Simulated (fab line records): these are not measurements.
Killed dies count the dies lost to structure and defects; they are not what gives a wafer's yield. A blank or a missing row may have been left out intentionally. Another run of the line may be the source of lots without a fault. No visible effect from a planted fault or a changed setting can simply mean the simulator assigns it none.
A struck lot beside a sound one ; flow sky130 ; 43 steps out of a route of 708
Sound: wafers L167.3, L167.4, L167.5. Struck: wafers L176.3, L176.5, L176.6. The cause comes at the end.
Each step with rows lists, per side, the tool, then ch with its chambers, then its first start. Under that, the readings that differ: sound wafers ; struck wafers ; difference of the means ; sigmas: that difference in standard deviations of wafers without a fault.
alike: words and numbers the same on both sides, and readings whose means are apart by under 2 such deviations; not compared: readings that were withheld, readings missing a value for some wafer, numbers with overlapping values and no deviation given by the record, and bounds like >300 which may hide the same value.
Wherever a step has rows on one side only, a row that says differs or no value, or a row with sigmas, the two part there. When numbers do not overlap yet have no deviation, they are printed without sigmas and do not part them. A reading that every wafer of one side lacks parts them only if that side has two wafers or more.

first, 6 steps without rows for these wafers: SKY_POLY_GATE_COAT_07 (resist thk 110 nm); SKY_POLY_GATE_COAT_08 (resist thk 450 nm); SKY_POLY_GATE_SOFTBAKE_09 (time 90 s); SKY_POLY_GATE_EXPOSE_10 (exposes mask P1M, target cd 150 nm); SKY_POLY_GATE_PEB_11; SKY_POLY_GATE_DEVELOP_12 (develop time 60 s).
SKY_POLY_GATE_CD_MEAS_13 targets a cd of 150 nm.
  sound on cd-sem-01 at day 17 07:30; struck on cd-sem-02 at day 20 17:19
  alike: cd-nm
SKY_POLY_GATE_OVL_MEAS_14:
  sound on overlay-02 at day 17 07:35; struck on overlay-02 at day 20 17:24
reading;sound;struck;difference;sigmas
POLY_GATE_OVL (nm);-4 -7 -10;2 7 -1;+10;+2
SKY_POLY_GATE_ETCH_15: etches BARC in N2/H2, stops on SiO2, time 118.5 s, target depth 110 nm.
  sound on rie-diel-03 ch 0,3, day 17 07:37; struck on rie-diel-01 ch 0,3, day 20 17:25
  alike: bias-w, chamber-pressure-mTorr, drypump-motor-current-A, oes-product-au, throttle-valve-pct
  not compared: rf-hours-counter-h
SKY_POLY_GATE_ETCH_16: etches Si3N4 in CH3F/O2, stops on poly-Si, time 147.5 s, target depth 75 nm.
  sound on rie-diel-03 ch 0,3, day 17 07:42; struck on rie-diel-01 ch 0,3, day 20 17:30
  alike: bias-w, chamber-pressure-mTorr, drypump-motor-current-A, oes-product-au, throttle-valve-pct
  not compared: rf-hours-counter-h
SKY_POLY_GATE_ETCH_17: etches poly-Si in HBr/Cl2, stops on SiO2, target depth 180 nm, time 70.5 s.
  sound on rie-si-01 ch 0,2,3, day 17 07:47; struck on rie-si-01 ch 0,1, day 20 17:36
  alike: bias-w, chamber-pressure-mTorr, drypump-motor-current-A, oes-product-au, throttle-valve-pct
  not compared: rf-hours-counter-h
SKY_POLY_GATE_STRIP_18: strips in O2/N2.
  sound on plasma-asher-03 ch 0,1, day 17 07:53; struck on plasma-asher-01 ch 0,1, day 20 17:41
  alike: chamber-pressure-mTorr, drypump-motor-current-A, oes-product-au, strip-time-to-endpoint-s
  not compared: rf-hours-counter-h
SKY_POLY_GATE_CLEAN_19: cleans in SC1/SC2, time 150 s.
  sound on wet-bench-04 ch 1, day 17 07:57; struck on wet-bench-03 ch 1, day 20 17:46
then, 1 step without rows for these wafers: SKY_POLY_GATE_OXIDATION_20 (stabilise 600 s, purge 300 s, target thk 4 nm).
SKY_POLY_GATE_THK_MEAS_21:
  sound on film-metro-02 at day 17 09:52; struck on film-metro-01 at day 20 19:54
  alike: POLY_GATE_OXIDATION_THK
SKY_POLY_GATE_CD_MEAS_22:
  sound on cd-sem-02 at day 17 09:58; struck on cd-sem-01 at day 20 19:59
  alike: cd-nm
then, 7 steps without rows for these wafers: SKY_LDD_N_DEHYDRATE_00 (time 60 s); SKY_LDD_N_HMDS_01 (prime time 60 s); SKY_LDD_N_COAT_02 (resist thk 300 nm); SKY_LDD_N_SOFTBAKE_03 (time 60 s); SKY_LDD_N_EXPOSE_04 (exposes mask NTM, target cd 840 nm); SKY_LDD_N_PEB_05; SKY_LDD_N_DEVELOP_06 (develop time 60 s).
SKY_LDD_N_OVL_MEAS_07:
  sound on overlay-02 at day 18 15:59; struck on overlay-02 at day 22 02:41
  alike: LDD_N_OVL
then, 8 steps without rows for these wafers: SKY_LDD_N_IMPLANT_08; SKY_LDD_N_IMPLANT_09; SKY_LDD_N_IMPLANT_10; SKY_LDD_N_IMPLANT_11; SKY_LDD_N_IMPLANT_12; SKY_LDD_N_IMPLANT_13; SKY_LDD_N_IMPLANT_14; SKY_LDD_N_IMPLANT_15.
SKY_LDD_N_STRIP_16: strips in O2/N2.
  sound on plasma-asher-03 ch 0,1, day 18 17:14; struck on plasma-asher-03 ch 0,1, day 22 03:56
  alike: chamber-pressure-mTorr, drypump-motor-current-A, oes-product-au, strip-time-to-endpoint-s
  not compared: rf-hours-counter-h
SKY_LDD_N_TW_MEAS_17:
  sound on film-metro-03 at day 18 17:19; struck on film-metro-03 at day 22 04:01
  alike: LDD_N_TW
then, 7 steps without rows for these wafers: SKY_LDD_P_DEHYDRATE_00 (time 60 s); SKY_LDD_P_HMDS_01 (prime time 60 s); SKY_LDD_P_COAT_02 (resist thk 1140 nm); SKY_LDD_P_SOFTBAKE_03 (time 60 s); SKY_LDD_P_EXPOSE_04 (exposes mask PSDM, target cd 380 nm); SKY_LDD_P_PEB_05; SKY_LDD_P_DEVELOP_06 (develop time 60 s).
SKY_LDD_P_CD_MEAS_07 targets a cd of 380 nm.
  sound on cd-sem-01 at day 19 23:31; struck on cd-sem-01 at day 23 09:46
  alike: cd-nm
-- here the record skips 26 days between the struck wafers' starts before and after, leaving off in module LDD_P and picking up in module PAD_OPEN (first step shown: number 708 of the route) --
SKY_PAD_OPEN_PROBE_99:
  only the struck wafers here have rows in the record (prober-02, day 49 02:58); the sound ones have none

WHERE THEY PART
First at SKY_POLY_GATE_OVL_MEAS_14; last, within this record, at SKY_PAD_OPEN_PROBE_99.

WHY: the cause the simulator had injected
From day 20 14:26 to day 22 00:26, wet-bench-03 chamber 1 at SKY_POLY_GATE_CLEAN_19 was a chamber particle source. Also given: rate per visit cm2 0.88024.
